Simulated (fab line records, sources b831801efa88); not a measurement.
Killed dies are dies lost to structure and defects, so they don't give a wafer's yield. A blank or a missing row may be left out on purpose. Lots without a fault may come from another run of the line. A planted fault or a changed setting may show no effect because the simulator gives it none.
A struck lot beside a sound one | flow sfq_line | 14 steps out of a route of 325
Sound: wafers L288.1, L288.5, L288.6. Struck: wafers L297.1, L297.5, L297.6. The cause comes at the end.
At each step with rows: each side's tool, then ch and its chambers, then its first start. Under that, the readings that differ: sound wafers | struck wafers | difference of the means | sigmas: that difference in standard deviations of wafers without a fault.
alike: readings whose means differ by less than 2 such deviations, and words and numbers that are the same on both sides. not compared: withheld readings, readings that some wafer has no value for, bounds like >300 that may hide the same value, and numbers for which the record gives no deviation and whose values overlap.
The two part at a step that has a row with sigmas, a row that says differs or no value, or rows on one side only. Numbers that don't overlap but have no deviation are shown without sigmas and don't part them. A reading that every wafer of one side lacks parts them only if that side has two wafers or more.

first, 6 steps without rows for these wafers: SFQ_TRILAYER_M5_LITHO_COAT_128 (resist thk 62 nm); SFQ_TRILAYER_M5_LITHO_COAT_123 (resist thk 600 nm); SFQ_TRILAYER_M5_LITHO_SOFTBAKE_127; SFQ_TRILAYER_M5_LITHO_EXPOSE_124 (exposes mask M5, target cd 700 nm); SFQ_TRILAYER_M5_LITHO_PEB_126 (peb time 60 s); SFQ_TRILAYER_M5_LITHO_DEVELOP_125 (time 60 s).
SFQ_M5_OVL_MEAS_932:
  sound on overlay-01, day 49 08:01; struck on overlay-02, day 53 17:03
  alike: M5_OVL
SFQ_TRILAYER_M5_BARC_OPEN_METAL_ETCH_161: etches BARC in O2, target depth 125 nm, time 41.7 s.
  sound on rie_metal-03 ch 0,1, day 49 08:04; struck on rie_metal-03 ch 0,1, day 53 17:05
  alike: drypump_motor_current_A, oes_product_au
  not compared: rf_hours_counter_h
SFQ_TRILAYER_M5_ETCH_METAL_ETCH_126: etches Nb in Cl2/BCl3, stops on SiO2, time 203.2 s, target depth 265 nm.
  sound on rie_metal-03 ch 0,1, day 49 08:07; struck on rie_metal-03 ch 0,1, day 53 17:08
  alike: drypump_motor_current_A, oes_product_au
  not compared: rf_hours_counter_h
SFQ_TRILAYER_M5_STRIP_STRIP_127: strips in O2.
  sound on rie_metal-03 ch 0,1, day 49 08:19; struck on rie_metal-03 ch 0,1, day 53 17:20
  alike: drypump_motor_current_A, oes_product_au
  not compared: rf_hours_counter_h
then, 1 step without rows for these wafers: SFQ_TRILAYER_M5_STRIP_SOLV_CLEAN_128 (cleans in NMP, time 600 s).
SFQ_TRILAYER_A5B_DEP_PECVD_129: deposits SiO2 from SiH4/N2O, time 133.33 s, target thk 600 nm.
  sound on pecvd-03 ch 0,1,2, day 49 09:05; struck on pecvd-01 ch 0,2, day 53 18:07
  alike: heater_power_w, showerhead_vpp_V, throttle_valve_pct
SFQ_TRILAYER_A5B_CMP_CMP_130: polishes, stops on Nb, target thk 340.7 nm.
  sound on cmp-01 ch 2,3, day 49 10:06; struck on cmp-01 ch 0,2,3, day 53 19:12
  reading                 | sound             | struck            | difference | sigmas
  head_pressure_psi (psi) | 3.005 2.998 3.000 | 2.471 2.464 2.472 | -0.532     | -89
  alike: motor_current_A
SFQ_TRILAYER_A5B_METRO_MEASURE_131:
  sound on film_metro-04, day 49 12:36; struck on film_metro-01, day 53 21:12
  alike: thk_nm

WHERE THEY PART
Only at SFQ_TRILAYER_A5B_CMP_CMP_130, within this record. Later steps at which nothing parts them and some readings are alike: SFQ_TRILAYER_A5B_METRO_MEASURE_131.

WHY: what the simulator had put in
Process parameter drift: cmp-01, from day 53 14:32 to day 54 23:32, at SFQ_TRILAYER_A5B_CMP_CMP_130. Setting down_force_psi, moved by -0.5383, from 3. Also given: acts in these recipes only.
